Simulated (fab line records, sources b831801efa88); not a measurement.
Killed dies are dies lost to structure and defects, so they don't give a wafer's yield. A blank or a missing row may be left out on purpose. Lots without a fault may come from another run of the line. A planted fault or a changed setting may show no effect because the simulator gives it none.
A struck lot beside a sound one | flow sky130 | 43 steps out of a route of 708
Sound: wafers L782.1, L782.4, L782.6. Struck: wafers L789.3, L789.6. (L789.4 of the same lot was not struck and is left out.) The cause comes at the end.
At each step with rows: each side's tool, then ch and its chambers, then its first start. Under that, the readings that differ: sound wafers | struck wafers | difference of the means | sigmas: that difference in standard deviations of wafers without a fault.
alike: readings whose means differ by less than 2 such deviations, and words and numbers that are the same on both sides. not compared: withheld readings, readings that some wafer has no value for, bounds like >300 that may hide the same value, and numbers for which the record gives no deviation and whose values overlap.
The two part at a step that has a row with sigmas, a row that says differs or no value, or rows on one side only. Numbers that don't overlap but have no deviation are shown without sigmas and don't part them. A reading that every wafer of one side lacks parts them only if that side has two wafers or more.

first, 4 steps without rows for these wafers: SKY_FIELD_ISO_WET_ETCH_29 (etches Si3N4 in H3PO4, target depth 160 nm, time 1825 s); SKY_FIELD_ISO_WET_ETCH_30 (etches SiO2 in dHF, target depth 25 nm, time 50 s); SKY_NWELL_CLEAN_00 (cleans in SC1/SC2, time 150 s); SKY_NWELL_OXIDATION_01 (stabilise 600 s, purge 300 s, target thk 10 nm).
SKY_NWELL_THK_MEAS_02:
  sound on film_metro-02, day 4 11:22; struck on film_metro-04, day 5 23:49
  alike: NWELL_OXIDATION_THK
then, 7 steps without rows for these wafers: SKY_DNWELL_DEHYDRATE_00 (time 60 s); SKY_DNWELL_HMDS_01 (prime time 60 s); SKY_DNWELL_COAT_02 (resist thk 3000 nm); SKY_DNWELL_SOFTBAKE_03; SKY_DNWELL_EXPOSE_04 (exposes mask DNM, target cd 3000 nm); SKY_DNWELL_PEB_05; SKY_DNWELL_DEVELOP_06 (develop time 60 s).
SKY_DNWELL_IMPLANT_07:
  sound on implanter-03 ch 0, day 5 03:46; struck on implanter-03 ch 0, day 6 18:50
SKY_DNWELL_STRIP_08: strips in O2/N2.
  sound on plasma_asher-04 ch 0,1, day 5 03:55; struck on plasma_asher-04 ch 0,1, day 6 18:58
  alike: drypump_motor_current_A, oes_product_au, strip_time_to_endpoint_s
  not compared: rf_hours_counter_h
SKY_DNWELL_TW_MEAS_09:
  sound on film_metro-01, day 5 04:01; struck on film_metro-04, day 6 19:03
  alike: DNWELL_TW
then, 7 steps without rows for these wafers: SKY_PWDE_DEHYDRATE_00 (time 60 s); SKY_PWDE_HMDS_01 (prime time 60 s); SKY_PWDE_COAT_02 (resist thk 3000 nm); SKY_PWDE_SOFTBAKE_03; SKY_PWDE_EXPOSE_04 (exposes mask PWDEM, target cd 840 nm); SKY_PWDE_PEB_05; SKY_PWDE_DEVELOP_06 (develop time 60 s).
SKY_PWDE_OVL_MEAS_07:
  sound on overlay-01, day 5 21:25; struck on overlay-01, day 7 14:02
  alike: PWDE_OVL
then, 1 step without rows for these wafers: SKY_PWDE_IMPLANT_08.
SKY_PWDE_STRIP_09: strips in O2/N2.
  sound on plasma_asher-03 ch 0, day 5 21:41; struck on plasma_asher-01 ch 1, day 7 14:14
  alike: drypump_motor_current_A, oes_product_au, strip_time_to_endpoint_s
  not compared: rf_hours_counter_h
SKY_PWDE_TW_MEAS_10:
  sound on film_metro-04, day 5 21:47; struck on film_metro-01, day 7 14:20
  alike: PWDE_TW
then, 7 steps without rows for these wafers: SKY_NWELL_DEHYDRATE_03 (time 60 s); SKY_NWELL_HMDS_04 (prime time 60 s); SKY_NWELL_COAT_05 (resist thk 3000 nm); SKY_NWELL_SOFTBAKE_06; SKY_NWELL_EXPOSE_07 (exposes mask NWM, target cd 840 nm); SKY_NWELL_PEB_08; SKY_NWELL_DEVELOP_09 (develop time 60 s).
SKY_NWELL_OVL_MEAS_10:
  sound on overlay-02, day 6 16:17; struck on overlay-01, day 8 10:31
  alike: NWELL_00_OVL
then, 3 steps without rows for these wafers: SKY_NWELL_IMPLANT_11; SKY_NWELL_IMPLANT_12; SKY_NWELL_IMPLANT_13.
SKY_NWELL_STRIP_14: strips in O2/N2.
  sound on plasma_asher-03 ch 0,1, day 6 16:46; struck on plasma_asher-02 ch 1, day 8 11:02
  alike: drypump_motor_current_A, oes_product_au, strip_time_to_endpoint_s
  not compared: rf_hours_counter_h
SKY_NWELL_TW_MEAS_15:
  sound on film_metro-04, day 6 16:52; struck on film_metro-04, day 8 11:07
  alike: NWELL_TW
then, 3 steps without rows for these wafers: SKY_NWELL_DEHYDRATE_16 (time 60 s); SKY_NWELL_HMDS_17 (prime time 60 s); SKY_NWELL_COAT_18 (resist thk 3000 nm).
-- the record jumps here: 41 days lie between the struck wafers' starts before and after (it left off in module NWELL and takes up again in module PAD_OPEN, whose first step shown is number 708 of the route) --
SKY_PAD_OPEN_PROBE_99:
  sound on prober-01, day 47 23:59; struck on prober-02, day 49 12:56
  reading                                    | sound             | struck      | difference | sigmas
  model.etest.res_deep_nwell.rs_ohm_sq_range | 31.01 71.13 45.91 | 205.1 168.8 | +137.6     |
  alike: killed_at_M0_to_M3, killed_at_M4_up, killed_at_contacts, killed_at_front_end, killed_at_other, killed_dies, killed_open, killed_short

WHERE THEY PART
Nowhere in this record.

WHY: what the simulator had put in
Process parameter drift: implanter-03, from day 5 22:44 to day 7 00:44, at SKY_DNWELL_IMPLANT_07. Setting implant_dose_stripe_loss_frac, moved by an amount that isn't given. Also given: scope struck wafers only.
